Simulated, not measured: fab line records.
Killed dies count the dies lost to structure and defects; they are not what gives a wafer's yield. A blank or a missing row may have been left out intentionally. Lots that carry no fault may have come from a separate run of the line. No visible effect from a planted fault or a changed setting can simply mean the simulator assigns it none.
Split-lot study + flow sfq-line + route with 325 steps; 5 lots, 23 wafers read

== THE SPLIT ITSELF ==
At SFQ_TRILAYER_I6_VIA_LITHO_EXPOSE_170 (exposes mask I6, target cd 700 nm), the setting dose-mj was moved away from the recipe's 21.3 on 9 of the 23 wafers read, by -7.3% to +4.1%. All remaining wafers had this setting at the recipe value.

== FROM THE SPLIT TO THE READING: what the file shows between them, 3 steps ==
- SFQ_TRILAYER_I6_VIA_LITHO_PEB_172: peb time 60 s
- SFQ_TRILAYER_I6_VIA_LITHO_DEVELOP_171: time 60 s
- SFQ_TRILAYER_I6_VIA_BARC_OPEN_VIA_ETCH_235: etches BARC in O2, target depth 125 nm, time 41.7 s

== THE READING ==
I6.cd-nm (the simulator's own value, which no gauge read), in nm, at SFQ_TRILAYER_I6_VIA_ETCH_VIA_ETCH_172 (etches SiO2 in CHF3, stops on Nb, target depth 260 nm). The file does not state a usual value for it. Average 700.2 nm, standard deviation 2.2 nm, over the 14 wafers here run with the recipe.

| wafer  | tool, chamber at the split | dose-mj as run | against the recipe | I6.cd-nm, nm | against lot-mates on the recipe |
|--------|----------------------------|----------------|--------------------|--------------|---------------------------------|
| L075.2 | krf-scanner-01, 0          | 21.3           | recipe             | 695.6        | -                               |
| L075.5 | krf-scanner-01, 0          | 21.3           | recipe             | 696.4        | -                               |
| L075.6 | krf-scanner-01, 0          | 21.3           | recipe             | 701.4        | -                               |
| L078.1 | krf-scanner-01, 0          | 21.3           | recipe             | 698.2        | -                               |
| L078.2 | krf-scanner-01, 0          | 21.3           | recipe             | 703.1        | -                               |
| L078.3 | krf-scanner-01, 0          | 21.3           | recipe             | 699.5        | -                               |
| L078.4 | krf-scanner-01, 0          | 19.92          | -6.5%              | 686.2        | -14.1                           |
| L078.5 | krf-scanner-01, 0          | 19.92          | -6.5%              | 686.1        | -14.2                           |
| L081.1 | krf-scanner-02, 0          | 21.3           | recipe             | 701.5        | -                               |
| L081.2 | krf-scanner-02, 0          | 21.3           | recipe             | 701.7        | -                               |
| L081.3 | krf-scanner-02, 0          | 19.75          | -7.3%              | 686.6        | -14.1                           |
| L081.4 | krf-scanner-02, 0          | 19.75          | -7.3%              | 687.8        | -12.9                           |
| L081.5 | krf-scanner-02, 0          | 21.3           | recipe             | 698.9        | -                               |
| L083.2 | krf-scanner-02, 0          | 21.3           | recipe             | 703          | -                               |
| L083.3 | krf-scanner-02, 0          | 21.3           | recipe             | 702.4        | -                               |
| L083.4 | krf-scanner-02, 0          | 21.3           | recipe             | 701.5        | -                               |
| L083.5 | krf-scanner-02, 0          | 22.18          | +4.1%              | 710.6        | +8.3                            |
| L083.6 | krf-scanner-02, 0          | 22.18          | +4.1%              | 709.7        | +7.4                            |
| L085.1 | krf-scanner-01, 0          | 21.84          | +2.5%              | 701.6        | +1.6                            |
| L085.2 | krf-scanner-01, 0          | 21.84          | +2.5%              | 703.4        | +3.4                            |
| L085.3 | krf-scanner-01, 0          | 21.3           | recipe             | 699.4        | -                               |
| L085.5 | krf-scanner-01, 0          | 21.84          | +2.5%              | 703.1        | +3.1                            |
| L085.6 | krf-scanner-01, 0          | 21.3           | recipe             | 700.7        | -                               |

FIT RESULTS
A straight line over all 23 wafers: I6.cd-nm changes by +1.93 nm for each +1% of dose-mj; r = +0.95; the points scatter about the line by 2.2 nm.
The same after taking each lot's own level away (the mean of its wafers on the recipe; 23 wafers): +1.89 nm for each +1%; r = +0.97; scatter 1.7 nm.
The reading moves by 14 nm for the largest change in dose-mj, on that fit.
Measured against the standard deviation above, the lots' own levels, which go from 697.80 to 702.30 nm, span 2.0 times it.
The two slopes agree, so the slope changes little with the lot-to-lot level.
Check: with one of the wafers moved furthest among these (-7.3%) left out of the fit, the line predicts -14.2 nm for it against its lot-mates. Against them it came out at -14.1 nm.

== OTHER SPLITS APPLIED TO THESE WAFERS ==
Note: prior to the reading, these wafers also went through further splits. Each is held against what the fit with the lots' levels taken away leaves over:
| other split on the same wafers       | wafers away from the commonest value | r with I6.cd-nm (lot level and that fit taken away) |
|--------------------------------------|--------------------------------------|-----------------------------------------------------|
| SFQ_TRILAYER_I6_DEP_PECVD_165 time-s | 9                                    | +0.00                                               |

== THE WHOLE CHAIN: every reading that the file lists as answering this split, in the file's order ==
| step                                       | what it does                                          | reading                                                   | change (the file's fit)              | r (the file's) |
|--------------------------------------------|-------------------------------------------------------|-----------------------------------------------------------|--------------------------------------|----------------|
| SFQ_TRILAYER_I6_VIA_BARC_OPEN_VIA_ETCH_235 | etches BARC in O2, target depth 125 nm, time 41.7 s   | I6.cd-nm (the simulator's own value, which no gauge read) | +1.77 nm for each +1% of the setting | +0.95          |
| SFQ_TRILAYER_I6_VIA_ETCH_VIA_ETCH_172      | etches SiO2 in CHF3, stops on Nb, target depth 260 nm | I6.cd-nm (the simulator's own value, which no gauge read) | +1.93 nm for each +1% of the setting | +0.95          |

== FILE'S OWN FIT ==
I6.cd-nm changes by +1.93 nm for each +1% of dose-mj, r = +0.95.
